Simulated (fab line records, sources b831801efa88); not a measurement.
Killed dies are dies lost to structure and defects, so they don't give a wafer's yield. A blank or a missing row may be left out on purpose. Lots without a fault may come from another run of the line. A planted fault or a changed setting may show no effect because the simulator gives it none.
A struck lot beside a sound one | flow sfq_line | 21 steps out of a route of 325
Sound: wafers L670.1, L670.3, L670.5. Struck: wafer L684.3. (L684.1 of the same lot was not struck and is left out.) The cause comes at the end.
At each step with rows: each side's tool, then ch and its chambers, then its first start. Under that, the readings that differ: sound wafers | struck wafers | difference of the means | sigmas: that difference in standard deviations of wafers without a fault.
alike: readings whose means differ by less than 2 such deviations, and words and numbers that are the same on both sides. not compared: withheld readings, readings that some wafer has no value for, bounds like >300 that may hide the same value, and numbers for which the record gives no deviation and whose values overlap.
The two part at a step that has a row with sigmas, a row that says differs or no value, or rows on one side only. Numbers that don't overlap but have no deviation are shown without sigmas and don't part them. A reading that every wafer of one side lacks parts them only if that side has two wafers or more.

first, 6 steps without rows for these wafers: SFQ_TRILAYER_I5_LITHO_COAT_149 (resist thk 62 nm); SFQ_TRILAYER_I5_LITHO_COAT_144 (resist thk 650 nm); SFQ_TRILAYER_I5_LITHO_SOFTBAKE_148; SFQ_TRILAYER_I5_LITHO_EXPOSE_145 (exposes mask I5, target cd 700 nm); SFQ_TRILAYER_I5_LITHO_PEB_147 (peb time 60 s); SFQ_TRILAYER_I5_LITHO_DEVELOP_146 (time 60 s).
SFQ_I5_OVL_MEAS_936:
  sound on overlay-02, day 63 09:59; struck on overlay-01, day 66 20:33
  reading     | sound | struck | difference | sigmas
  I5_OVL (nm) | 3 3 1 | -11    | -13        | -2
SFQ_TRILAYER_I5_BARC_OPEN_VIA_ETCH_200: etches BARC in O2, target depth 125 nm, time 41.7 s.
  sound on rie_diel-02 ch 1,2, day 63 10:01; struck on rie_diel-02 ch 0, day 66 20:35
  alike: drypump_motor_current_A, oes_product_au
  not compared: rf_hours_counter_h
SFQ_TRILAYER_I5_ETCH_VIA_ETCH_147: etches the open film in CHF3, stops on Nb, target depth 360 nm.
  sound on rie_diel-02 ch 1,2, day 63 10:03; struck on rie_diel-02 ch 0, day 66 20:38
  alike: drypump_motor_current_A, oes_product_au
SFQ_TRILAYER_I5_STRIP_STRIP_148: strips in O2.
  sound on rie_metal-04 ch 0,1, day 63 10:12; struck on rie_metal-02 ch 0, day 66 20:47
  alike: drypump_motor_current_A, oes_product_au
  not compared: rf_hours_counter_h
then, 2 steps without rows for these wafers: SFQ_TRILAYER_I5_STRIP_SOLV_CLEAN_149 (cleans in NMP, time 600 s); SFQ_TRILAYER_C5_LITHO_COAT_156 (resist thk 62 nm).
SFQ_TRILAYER_C5_LITHO_COAT_151: resist thk 650 nm.
  sound on litho_track-02 ch 0, day 63 11:17; struck on litho_track-02 ch 0, day 66 21:51
  reading                                             | sound             | struck | difference | sigmas
  model.KrF_of_TRILAYER_C5_LITHO_COAT_151.thk_nm (nm) | 651.5 649.5 647.1 | 791.5  | +142.1     |
  alike: spin_speed_rpm
then, 4 steps without rows for these wafers: SFQ_TRILAYER_C5_LITHO_SOFTBAKE_155; SFQ_TRILAYER_C5_LITHO_EXPOSE_152 (exposes mask C5, target cd 500 nm); SFQ_TRILAYER_C5_LITHO_PEB_154 (peb time 60 s); SFQ_TRILAYER_C5_LITHO_DEVELOP_153 (time 60 s).
SFQ_C5_OVL_MEAS_937:
  sound on overlay-01, day 63 14:26; struck on overlay-02, day 66 23:48
  alike: C5_OVL
SFQ_TRILAYER_C5_BARC_OPEN_VIA_ETCH_210: etches BARC in O2, target depth 125 nm, time 41.7 s.
  sound on rie_diel-03 ch 0,3, day 63 14:28; struck on rie_diel-01 ch 1, day 66 23:50
  reading             | sound             | struck | difference | sigmas
  model.C5.cd_nm (nm) | 499.7 500.9 499.9 | 496.1  | -4.1       |
  alike: drypump_motor_current_A, oes_product_au
  not compared: rf_hours_counter_h
SFQ_TRILAYER_C5_ETCH_VIA_ETCH_154: etches SiO2 in CHF3, stops on Nb, target depth 84 nm.
  sound on rie_diel-03 ch 0,3, day 63 14:30; struck on rie_diel-01 ch 1, day 66 23:53
  reading                                             | sound             | struck | difference | sigmas
  model.KrF_of_TRILAYER_C5_LITHO_COAT_151.thk_nm (nm) | 564.9 561.5 559.2 | 706.5  | +144.6     |
  model.C5.cd_nm (nm)                                 | 499.9 501 500     | 497.1  | -3.2       |
  alike: drypump_motor_current_A, oes_product_au
SFQ_TRILAYER_C5_STRIP_STRIP_155: strips in O2.
  sound on rie_metal-03 ch 0,1, day 63 14:33; struck on rie_metal-03 ch 1, day 66 23:56
  alike: drypump_motor_current_A, oes_product_au
  not compared: rf_hours_counter_h

WHERE THEY PART
Only at SFQ_I5_OVL_MEAS_936, within this record. Later steps at which nothing parts them and some readings are alike: SFQ_TRILAYER_I5_BARC_OPEN_VIA_ETCH_200, SFQ_TRILAYER_I5_ETCH_VIA_ETCH_147, SFQ_TRILAYER_I5_STRIP_STRIP_148, SFQ_TRILAYER_C5_LITHO_COAT_151, SFQ_C5_OVL_MEAS_937, SFQ_TRILAYER_C5_BARC_OPEN_VIA_ETCH_210, SFQ_TRILAYER_C5_ETCH_VIA_ETCH_154, SFQ_TRILAYER_C5_STRIP_STRIP_155.

WHY: what the simulator had put in
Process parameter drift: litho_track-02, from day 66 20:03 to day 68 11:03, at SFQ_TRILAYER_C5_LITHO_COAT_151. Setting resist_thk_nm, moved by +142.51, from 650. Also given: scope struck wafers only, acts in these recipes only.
